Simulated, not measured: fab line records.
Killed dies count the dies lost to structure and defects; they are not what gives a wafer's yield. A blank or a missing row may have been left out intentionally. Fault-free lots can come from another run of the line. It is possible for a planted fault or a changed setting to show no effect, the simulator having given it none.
The tool behind it: which one? :: flow sky130 :: Sampling: 13 lots, 39 wafers, 3 of 708 route steps

== WHAT THE GAUGES SHOWED, per wafer ==
SKY_VIA1_CD_MEAS_12: target cd 150 nm.
lot: L419
measured: day 35 10:44
on: cdSem-01
cdNm (nm): 148.6 149.2 148.3

lot: L420
measured: day 35 12:22
on: cdSem-02
cdNm (nm): 152.7 152.5 151.8

lot: L422
measured: day 36 00:46
on: cdSem-02
cdNm (nm): 151.6 151.1 151.4

lot: L421
measured: day 36 05:47
on: cdSem-02
cdNm (nm): 151.2 152.2 151.0

lot: L423
measured: day 36 09:41
on: cdSem-02
cdNm (nm): 149.1 149.4 148.3

lot: L424
measured: day 36 19:01
on: cdSem-02
cdNm (nm): 147.4 148.8 148.8

lot: L425
measured: day 37 05:18
on: cdSem-01
cdNm (nm): 149.4 150.5 151.5

lot: L429
measured: day 38 08:41
on: cdSem-02
cdNm (nm): 151.2 152.6 152.1

lot: L436
measured: day 40 06:05
on: cdSem-02
cdNm (nm): 150.8 150.5 147.5

lot: L437
measured: day 40 16:25
on: cdSem-02
cdNm (nm): 148.2 149.1 148.8

lot: L441
measured: day 41 08:58
on: cdSem-01
cdNm (nm): 150.9 150.6 149.0

lot: L440
measured: day 41 14:35
on: cdSem-01
cdNm (nm): 149.4 150.4 151.6

lot: L442
measured: day 41 18:53
on: cdSem-01
cdNm (nm): 151.4 148.7 148.4

SKY_METAL2_THK_MEAS_06: measures by xrf.
lot: L419
measured: day 35 12:29
on: filmMetro-04
METAL2_ALCU_THK (nm): 249 243 246

lot: L420
measured: day 35 14:07
on: filmMetro-01
METAL2_ALCU_THK (nm): 246 245 248

lot: L422
measured: day 36 02:31
on: filmMetro-01
METAL2_ALCU_THK (nm): 240 245 242

lot: L421
measured: day 36 07:30
on: filmMetro-04
METAL2_ALCU_THK (nm): 243 248 242

lot: L423
measured: day 36 11:32
on: filmMetro-01
METAL2_ALCU_THK (nm): 246 249 245

lot: L424
measured: day 36 20:47
on: filmMetro-04
METAL2_ALCU_THK (nm): 254 250 252

lot: L425
measured: day 37 07:03
on: filmMetro-02
METAL2_ALCU_THK (nm): 243 243 237

lot: L429
measured: day 38 10:46
on: filmMetro-01
METAL2_ALCU_THK (nm): 245 242 247

lot: L436
measured: day 40 07:52
on: filmMetro-01
METAL2_ALCU_THK (nm): 247 243 245

lot: L437
measured: day 40 18:15
on: filmMetro-02
METAL2_ALCU_THK (nm): 242 245 243

lot: L441
measured: day 41 10:41
on: filmMetro-04
METAL2_ALCU_THK (nm): 247 247 243

lot: L440
measured: day 41 16:25
on: filmMetro-01
METAL2_ALCU_THK (nm): 246 247 249

lot: L442
measured: day 41 20:46
on: filmMetro-02
METAL2_ALCU_THK (nm): 246 246 242

== EACH LOT AND THE TOOL THAT RAN IT (in order: tool; ch and the chambers of the sampled wafers; start) ==
lot: L419
SKY_VIA1_CVD_21: cvdW-01 ch 0,1, day 35 11:39

lot: L420
SKY_VIA1_CVD_21: cvdW-01 ch 0,1, day 35 13:18

lot: L422
SKY_VIA1_CVD_21: cvdW-01 ch 0,1, day 36 01:41

lot: L421
SKY_VIA1_CVD_21: cvdW-01 ch 0,1, day 36 06:40

lot: L423
SKY_VIA1_CVD_21: cvdW-01 ch 1, day 36 10:35

lot: L424
SKY_VIA1_CVD_21: cvdW-02 ch 0,1, day 36 19:57

lot: L425
SKY_VIA1_CVD_21: cvdW-01 ch 0,1, day 37 06:13

lot: L429
SKY_VIA1_CVD_21: cvdW-01 ch 0,1, day 38 09:55

lot: L436
SKY_VIA1_CVD_21: cvdW-02 ch 0,1, day 40 07:01

lot: L437
SKY_VIA1_CVD_21: cvdW-02 ch 0,1, day 40 17:25

lot: L441
SKY_VIA1_CVD_21: cvdW-01 ch 0,1, day 41 09:52

lot: L440
SKY_VIA1_CVD_21: cvdW-01 ch 0,1, day 41 15:35

lot: L442
SKY_VIA1_CVD_21: cvdW-01 ch 0,1, day 41 19:55
- SKY_VIA1_CVD_21: deposits W, target thk 270 nm, time 80.902 s.

== AS READ BY THE TOOLS THEMSELVES (means over the sampled wafers that have a number; for cases with no such wafer, the mark the record gives instead) ==
SKY_VIA1_CVD_21.
lot: L419
tool: cvdW-01
heaterPowerW (W): 852

lot: L420
tool: cvdW-01
heaterPowerW (W): 798

lot: L422
tool: cvdW-01
heaterPowerW (W): 796

lot: L421
tool: cvdW-01
heaterPowerW (W): 795

lot: L423
tool: cvdW-01
heaterPowerW (W): 893

lot: L424
tool: cvdW-02
heaterPowerW (W): 840

lot: L425
tool: cvdW-01
heaterPowerW (W): 840

lot: L429
tool: cvdW-01
heaterPowerW (W): 847

lot: L436
tool: cvdW-02
heaterPowerW (W): 842

lot: L437
tool: cvdW-02
heaterPowerW (W): 844

lot: L441
tool: cvdW-01
heaterPowerW (W): 784

lot: L440
tool: cvdW-01
heaterPowerW (W): 794

lot: L442
tool: cvdW-01
heaterPowerW (W): 832

== THE ANSWER, worked out from the rows above alone ==
Rule: the usual values come from the lots themselves. Put in order of their means at a reading, lots are off if they are a third of the lots or fewer, leave a main group of 4 or more, and stand apart from it by a gap of 3 or more times the standard deviation of the main group's means; of several such gaps the widest counts. If all means in a main group match to the digits the tables above print for the reading, that group is not used. A lot without any number at a reading at which 4 lots or more have one is off too. The other lots that the step has rows for count as sound. Order of review: gauges by route order, followed by the tools' own readings, for which a lot's mean as printed above is used. The first step at which some lot is off is used, and at that step the reading that is off furthest; a lot without a number counts as furthest.
Nothing can be told from this: no lot is off at any reading shown.

== WHAT THE SIMULATOR HAD INSERTED ==
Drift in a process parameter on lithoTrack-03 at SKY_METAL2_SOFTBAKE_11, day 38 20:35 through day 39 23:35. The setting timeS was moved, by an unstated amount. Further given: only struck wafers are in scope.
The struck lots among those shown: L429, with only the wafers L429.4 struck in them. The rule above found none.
